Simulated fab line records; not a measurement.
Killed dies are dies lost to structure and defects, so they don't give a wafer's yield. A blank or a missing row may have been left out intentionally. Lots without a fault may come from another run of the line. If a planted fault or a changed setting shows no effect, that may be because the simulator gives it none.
fab line records    flow sky130
record lots=13  wafers=39  last-day=50
route steps=708 shown POLY_GATE@236 LDD_HVP@286 METAL1@436
lots that met no fault: taken from a fault-free run of the same line
start-h: hours from the record's first day to the start of the lot's first wafer shown    wait-h: how many hours have passed since the lot's step before this one    " the same as in the row above    L1.1+2: several wafers, shown together as one row    - no value present, or no start provided    * or withheld: withheld    < > ~ a bound
route shown NAME@n: NAME is a module with steps in the file, n the number in the route of the first one    usual: the fault-free wafers' mean and standard deviation    same: alike in all rows    chamber/n: place in a boat    sites: per-site readings    _std_site: the standard deviation of these    _edge_site: the outer-site mean with the inner-site mean subtracted    radius-mm: how far each site lies from the wafer's centre    mask NAME#n: copy n    behind: tool/chamber where the wafer was last shaped    hold: what put the lot on hold/how long, in hours/how the hold closed    device: whichever transistor did not switch (one of n, p or np)    end of line: the route-end tests of the same wafers    for a step that has no rows: nothing shown but its recipe    killed: dies that structure and defects cost at the first sort, which is not the same as the wafer's yield    map: a wafer's dies, x killed, . not, _ none there
set.NAME: setting as actually run; set.NAME@STEP: the setting as run at that earlier step    model.NAME: the simulator's own value behind a step, which no gauge read
route steps across a sampled set of lots; one table per step, one row per wafer
services: when a tool's chamber went out of use (start-h, in hours from the record's first day, below 0 if earlier), for how many hours, and the reason
## steps
# step SKY_POLY_GATE_CD_MEAS_22
# usual cd-nm=149/3.3
lot.wafer  tool       chamber  start-h  wait-h  cd-nm
L872.4     cd-sem-02  -        392.55   0.1     149
L872.5     "          -        "        "       152
L872.6     "          -        "        "       153
L871.1     cd-sem-02  -        394.62   0.1     146
L871.5     "          -        "        "       145
L871.6     "          -        "        "       148
L870.2     cd-sem-02  -        397.97   0.1     147
L870.3     "          -        "        "       152
L870.4     "          -        "        "       149
L873.3     cd-sem-01  -        398.00   0.1     143
L873.5     "          -        "        "       146
L873.6     "          -        "        "       144
L874.1     cd-sem-02  -        407.94   0.1     143
L874.2     "          -        "        "       145
L874.3     "          -        "        "       142
L876.3     cd-sem-02  -        424.69   0.1     153
L876.4     "          -        "        "       148
L876.6     "          -        "        "       154
L877.1     cd-sem-01  -        436.12   0.1     149
L877.3     "          -        "        "       146
L877.6     "          -        "        "       148
L878.1     cd-sem-01  -        448.47   0.1     149
L878.4     "          -        "        "       153
L878.5     "          -        "        "       151
L889.1     cd-sem-01  -        561.26   0.1     152
L889.3     "          -        "        "       152
L889.5     "          -        "        "       149
L890.2     cd-sem-02  -        562.59   0.1     150
L890.4     "          -        "        "       143
L890.6     "          -        "        "       148
L891.2     cd-sem-02  -        563.84   0.1     148
L891.4     "          -        "        "       151
L891.6     "          -        "        "       146
L892.1     cd-sem-01  -        563.98   0.2     150
L892.4     "          -        "        "       152
L892.5     "          -        "        "       152
L893.1     cd-sem-02  -        575.35   0.1     148
L893.2     "          -        "        "       149
L893.4     "          -        "        "       147
# step SKY_LDD_HVP_IMPLANT_08
# recipe species=B  energy-kev=20  dose-cm2=1.67e+13  tilt-deg=17.9
# usual beam-on-s=9.97/0.21  faraday-current-uA=94.4/1.9
lot.wafer  tool          chamber  start-h  wait-h  beam-on-s  faraday-current-uA
L872.4     implanter-02  0        516.77   0.1     9.92       95.1
L872.5     "             0        "        "       9.80       96.6
L872.6     "             0        "        "       10.12      92.9
L871.1     implanter-01  0        519.63   0.0     9.67       97.0
L871.5     "             0        "        "       10.09      93.7
L871.6     "             0        "        "       10.09      93.3
L870.2     implanter-02  0        521.79   0.0     9.83       95.9
L870.3     "             0        "        "       9.79       95.7
L870.4     "             0        "        "       9.89       95.1
L873.3     implanter-01  0        522.25   0.1     10.21      92.5
L873.5     "             0        "        "       10.36      90.3
L873.6     "             0        "        "       10.08      93.8
L874.1     implanter-02  0        532.96   0.0     9.84       95.9
L874.2     "             0        "        "       9.65       97.4
L874.3     "             0        "        "       10.21      92.3
L876.3     implanter-02  0        550.11   0.1     10.04      93.5
L876.4     "             0        "        "       10.36      90.2
L876.6     "             0        "        "       9.82       96.1
L877.1     implanter-01  0        560.05   0.0     10.08      93.1
L877.3     "             0        "        "       9.99       94.4
L877.6     "             0        "        "       9.62       97.8
L878.1     implanter-01  0        572.86   0.0     9.97       94.2
L878.4     "             0        "        "       9.78       96.3
L878.5     "             0        "        "       9.70       97.1
L889.1     implanter-01  0        679.61   0.0     10.08      93.3
L889.3     "             0        "        "       9.47       98.7
L889.5     "             0        "        "       9.87       95.3
L890.2     implanter-01  0        680.62   0.0     11.77      79.6
L890.4     "             0        "        "       12.30      76.6
L890.6     "             0        "        "       11.94      78.6
L891.2     implanter-01  0        680.92   0.0     11.85      79.5
L891.4     "             0        "        "       11.61      80.8
L891.6     "             0        "        "       12.04      78.3
L892.1     implanter-02  0        682.26   0.0     9.98       94.4
L892.4     "             0        "        "       10.07      93.7
L892.5     "             0        "        "       10.28      91.6
L893.1     implanter-02  0        693.96   0.0     9.79       96.0
L893.2     "             0        "        "       9.83       95.5
L893.4     "             0        "        "       10.60      88.8
# step SKY_LDD_HVP_TW_MEAS_10
# usual LDD_HVP_TW=452/4.9
lot.wafer  tool           chamber  start-h  wait-h  LDD_HVP_TW
L872.4     film-metro-01  -        516.98   0.1     460
L872.5     "              -        "        "       459
L872.6     "              -        "        "       461
L871.1     film-metro-01  -        519.88   0.1     458
L871.5     "              -        "        "       460
L871.6     "              -        "        "       461
L870.2     film-metro-02  -        522.02   0.1     453
L870.3     "              -        "        "       453
L870.4     "              -        "        "       451
L873.3     film-metro-01  -        522.47   0.1     462
L873.5     "              -        "        "       462
L873.6     "              -        "        "       460
L874.1     film-metro-02  -        533.21   0.1     451
L874.2     "              -        "        "       451
L874.3     "              -        "        "       451
L876.3     film-metro-04  -        550.33   0.1     448
L876.4     "              -        "        "       449
L876.6     "              -        "        "       449
L877.1     film-metro-04  -        560.30   0.1     449
L877.3     "              -        "        "       447
L877.6     "              -        "        "       449
L878.1     film-metro-01  -        573.11   0.1     459
L878.4     "              -        "        "       457
L878.5     "              -        "        "       457
L889.1     film-metro-02  -        679.86   0.1     458
L889.3     "              -        "        "       455
L889.5     "              -        "        "       453
L890.2     film-metro-04  -        680.86   0.1     474
L890.4     "              -        "        "       473
L890.6     "              -        "        "       474
L891.2     film-metro-01  -        681.16   0.1     486
L891.4     "              -        "        "       486
L891.6     "              -        "        "       484
L892.1     film-metro-04  -        682.51   0.1     447
L892.4     "              -        "        "       449
L892.5     "              -        "        "       445
L893.1     film-metro-02  -        694.21   0.1     455
L893.2     "              -        "        "       455
L893.4     "              -        "        "       456
# step SKY_METAL1_SPUTTER_02
# recipe material=AlCu  target-thk-nm=250  power-w=10600  time-s=13.3  chamber-pressure-pa=0.4
# usual throttle-valve-pct=30.4/1.4
lot.wafer  tool            chamber  start-h  wait-h  throttle-valve-pct
L872.4     pvd-sputter-04  -        758.56   0.0     29.3
L872.5     "               -        "        "       31.3
L872.6     "               -        "        "       29.2
L871.1     pvd-sputter-02  -        758.80   0.0     30.4
L871.5     "               -        "        "       30.3
L871.6     "               -        "        "       30.5
L870.2     pvd-sputter-04  -        759.75   0.0     30.1
L870.3     "               -        "        "       29.5
L870.4     "               -        "        "       31.2
L873.3     pvd-sputter-04  -        760.81   0.0     31.2
L873.5     "               -        "        "       28.2
L873.6     "               -        "        "       30.4
L874.1     pvd-sputter-04  -        768.41   0.0     30.1
L874.2     "               -        "        "       29.3
L874.3     "               -        "        "       28.1
L876.3     pvd-sputter-01  -        785.61   0.0     31.4
L876.4     "               -        "        "       33.1
L876.6     "               -        "        "       29.5
L877.1     pvd-sputter-01  -        795.06   0.0     33.3
L877.3     "               -        "        "       29.5
L877.6     "               -        "        "       33.2
L878.1     pvd-sputter-04  -        806.69   0.0     31.3
L878.4     "               -        "        "       30.0
L878.5     "               -        "        "       31.3
L889.1     pvd-sputter-02  -        899.64   0.0     30.6
L889.3     "               -        "        "       29.9
L889.5     "               -        "        "       30.5
L890.2     pvd-sputter-01  -        901.25   0.0     29.5
L890.4     "               -        "        "       33.1
L890.6     "               -        "        "       31.5
L891.2     pvd-sputter-01  -        904.12   0.0     32.9
L891.4     "               -        "        "       29.6
L891.6     "               -        "        "       33.2
L892.1     pvd-sputter-04  -        905.19   0.0     29.5
L892.4     "               -        "        "       30.3
L892.5     "               -        "        "       31.1
L893.1     pvd-sputter-04  -        911.97   0.0     31.3
L893.2     "               -        "        "       28.0
L893.4     "               -        "        "       30.0
# step SKY_METAL1_SPUTTER_03
# recipe material=Ti  target-thk-nm=5  power-w=3000  time-s=3.3  chamber-pressure-pa=0.4
# usual throttle-valve-pct=30.4/1.4
lot.wafer  tool            chamber  start-h  wait-h  throttle-valve-pct
L872.4     pvd-sputter-04  -        758.59   0.0     29.4
L872.5     "               -        "        "       31.3
L872.6     "               -        "        "       29.5
L871.1     pvd-sputter-02  -        758.82   0.0     30.2
L871.5     "               -        "        "       30.3
L871.6     "               -        "        "       30.3
L870.2     pvd-sputter-04  -        759.77   0.0     30.2
L870.3     "               -        "        "       29.8
L870.4     "               -        "        "       31.3
L873.3     pvd-sputter-04  -        760.84   0.0     31.2
L873.5     "               -        "        "       28.3
L873.6     "               -        "        "       30.1
L874.1     pvd-sputter-04  -        768.44   0.0     30.3
L874.2     "               -        "        "       29.5
L874.3     "               -        "        "       28.0
L876.3     pvd-sputter-01  -        785.63   0.0     31.4
L876.4     "               -        "        "       33.0
L876.6     "               -        "        "       29.4
L877.1     pvd-sputter-01  -        795.09   0.0     33.3
L877.3     "               -        "        "       29.3
L877.6     "               -        "        "       33.3
L878.1     pvd-sputter-04  -        806.71   0.0     31.3
L878.4     "               -        "        "       29.8
L878.5     "               -        "        "       31.3
L889.1     pvd-sputter-02  -        899.66   0.0     30.6
L889.3     "               -        "        "       30.1
L889.5     "               -        "        "       30.5
L890.2     pvd-sputter-01  -        901.27   0.0     29.3
L890.4     "               -        "        "       33.2
L890.6     "               -        "        "       31.4
L891.2     pvd-sputter-01  -        904.15   0.0     33.1
L891.4     "               -        "        "       29.6
L891.6     "               -        "        "       33.0
L892.1     pvd-sputter-04  -        905.21   0.0     29.3
L892.4     "               -        "        "       29.9
L892.5     "               -        "        "       31.1
L893.1     pvd-sputter-04  -        912.00   0.0     31.1
L893.2     "               -        "        "       28.2
L893.4     "               -        "        "       29.8
## services
tool            chamber  start-h  hours  kind
pvd-sputter-04  -        532.37   2.2    repair
pvd-sputter-01  -        587.51   0.5    repair
implanter-01    -        588.52   5.1    pm
implanter-02    -        589.38   3.3    repair
implanter-02    -        645.85   1.7    repair
pvd-sputter-02  -        650.84   2.3    repair
pvd-sputter-04  -        666.51   1.4    repair
pvd-sputter-01  -        682.19   3.7    repair
pvd-sputter-01  -        717.49   1.7    repair
pvd-sputter-02  -        757.57   0.5    repair
pvd-sputter-02  -        769.14   4.5    repair
implanter-02    -        773.41   7.9    repair
implanter-02    -        773.46   2.7    repair
implanter-02    -        774.91   3.4    repair
pvd-sputter-04  -        824.75   1.0    repair
pvd-sputter-04  1        826.02   -      consumable-replace:kit
pvd-sputter-04  1        826.02   18.0   scheduled-down
pvd-sputter-04  -        838.07   2.5    repair
pvd-sputter-02  -        850.79   6.3    repair
implanter-02    -        868.43   9.0    pm
implanter-01    -        872.19   3.9    repair
pvd-sputter-01  -        882.10   2.1    repair
implanter-02    -        889.61   3.6    pm
pvd-sputter-01  -        891.90   8.9    repair
## key
first-sign step=SKY_LDD_HVP_IMPLANT_08  reading=beam-on-s  direction=up  sigmas=9.2  usual=9.97  struck=11.92
effect step=SKY_LDD_HVP_IMPLANT_08  reading=faraday-current-uA  direction=down  sigmas=8  usual=94.4  struck=78.9
effect step=SKY_LDD_HVP_TW_MEAS_10  reading=LDD_HVP_TW  direction=up  sigmas=5.6  usual=452  struck=479
met-at SKY_LDD_HVP_IMPLANT_08
struck-lots L890,L891
tester-left-out L890,L891
not-acting-at SKY_POLY_GATE_CD_MEAS_22,SKY_METAL1_SPUTTER_02,SKY_METAL1_SPUTTER_03
onset-between 679.61 680.62
fault kind=process-parameter-drift  tool=implanter-01  chamber=-  onset-h=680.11  steps=SKY_LDD_HVP_IMPLANT_08  channel=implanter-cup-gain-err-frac  offset=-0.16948  shape=step  end-h=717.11
# tester-left-out: of these lots the tester's yield and bins aren't shown, on N5 and GAA mostly nor the transistor test; their killed dies are dies lost to structure and defects alone, not to doping, threshold or leakage, so they don't give the yield
